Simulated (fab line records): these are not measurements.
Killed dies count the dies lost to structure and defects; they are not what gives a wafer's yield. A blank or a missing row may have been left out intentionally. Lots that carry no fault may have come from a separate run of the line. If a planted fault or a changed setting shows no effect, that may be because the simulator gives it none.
Struck lot and sound lot, side by side | flow sky130 | 24 out of 708 route steps
Sound: the wafers L657.2, L657.3, L657.4. Wafers struck: L667.1, L667.4, L667.5. The cause is named last.
At each step with rows: each side's tool, then ch and its chambers, then its first start. Under that, the readings that differ: sound wafers | struck wafers | difference of the means | sigmas: that difference in standard deviations of wafers without a fault.
alike: readings with means less than 2 such deviations apart, plus words and numbers identical on both sides. not compared: withheld readings, readings lacking a value on some wafer, bounds such as >300 that could conceal the same value, and numbers that have no deviation in the record and whose values overlap.
The two part at a step that has a row with sigmas, a row that says differs or no value, or rows on one side only. When numbers do not overlap yet have no deviation, they are printed without sigmas and do not part them. Lack of a reading on every wafer of one side parts them only where that side has two or more wafers.

first, 2 steps without rows for these wafers: SKY_POLY_GATE_CLEAN_19 (cleans in SC1/SC2, time 150 s); SKY_POLY_GATE_OXIDATION_20 (stabilise 600 s, purge 300 s, target thk 4 nm).
SKY_POLY_GATE_THK_MEAS_21:
  sound on filmMetro-01 at day 16 22:25; struck on filmMetro-01 at day 20 11:42
  alike: POLY_GATE_OXIDATION_THK
SKY_POLY_GATE_CD_MEAS_22:
  sound on cdSem-01 at day 16 22:29; struck on cdSem-01 at day 20 11:46
  alike: cdNm
then, 7 steps without rows for these wafers: SKY_LDD_N_DEHYDRATE_00 (time 60 s); SKY_LDD_N_HMDS_01 (prime time 60 s); SKY_LDD_N_COAT_02 (resist thk 300 nm); SKY_LDD_N_SOFTBAKE_03 (time 60 s); SKY_LDD_N_EXPOSE_04 (exposes mask NTM, target cd 840 nm); SKY_LDD_N_PEB_05; SKY_LDD_N_DEVELOP_06 (develop time 60 s).
SKY_LDD_N_OVL_MEAS_07:
  sound on overlay-01 at day 18 04:52; struck on overlay-02 at day 21 18:54
  alike: LDD_N_OVL
SKY_LDD_N_IMPLANT_08:
  sound on implanter-01 ch 0, day 18 04:56; struck on implanter-03 ch 0, day 21 19:15
  alike: endStationPressureTorr
then, 7 steps without rows for these wafers: SKY_LDD_N_IMPLANT_09; SKY_LDD_N_IMPLANT_10; SKY_LDD_N_IMPLANT_11; SKY_LDD_N_IMPLANT_12; SKY_LDD_N_IMPLANT_13; SKY_LDD_N_IMPLANT_14; SKY_LDD_N_IMPLANT_15.
SKY_LDD_N_STRIP_16: strips in O2/N2.
  sound on plasmaAsher-01 ch 0,1, day 18 06:06; struck on plasmaAsher-04 ch 0,1, day 21 20:27
reading                  | sound             | struck            | difference | sigmas
stripTimeToEndpointS (s) | 4.323 4.311 4.332 | 4.548 4.519 4.529 | +0.210     | +13
  alike: drypumpMotorCurrentA, oesProductAu
  not compared: rfHoursCounterH
SKY_LDD_N_TW_MEAS_17:
  sound on filmMetro-01 at day 18 06:13; struck on filmMetro-04 at day 21 20:33
reading  | sound          | struck         | difference | sigmas
LDD_N_TW | 2588 2590 2596 | 2656 2662 2668 | +71        | +3
then, 1 step without rows for these wafers: SKY_LDD_P_DEHYDRATE_00 (time 60 s).
-- record jumps: 27 days separate the struck wafers' starts on either side; left off in module LDD_P, taken up again in module PAD_OPEN, whose first shown step is the route's number 708 --
SKY_PAD_OPEN_PROBE_99:
  sound on prober-01 at day 46 05:50; struck on prober-01 at day 48 14:21
reading                              | sound                | struck               | difference | sigmas
model.etest.tipN.rsOhmSq             | 441.9 438.9 440.8    | 387.7 385.8 386.1    | -54.0      | 
model.etest.nfet_01v8_lvt.vtSatV (V) | 0.5469 0.5437 0.5309 | 0.5297 0.5302 0.5297 | -0.0106    | 
model.etest.nfet_01v8.vtSatV (V)     | 0.6534 0.6551 0.6497 | 0.6438 0.6453 0.6491 | -0.0067    | 
  alike: killed_at_M0_to_M3, killed_at_M4_up, killedAtContacts, killedAtFrontEnd, killedAtOther, killedDies, killedOpen, killedShort

WHERE THEY PART
Last at SKY_LDD_N_TW_MEAS_17 as far as this record goes, first at SKY_LDD_N_STRIP_16. Later steps at which nothing parts them and some readings are alike: SKY_PAD_OPEN_PROBE_99.

WHY: the cause the simulator had injected
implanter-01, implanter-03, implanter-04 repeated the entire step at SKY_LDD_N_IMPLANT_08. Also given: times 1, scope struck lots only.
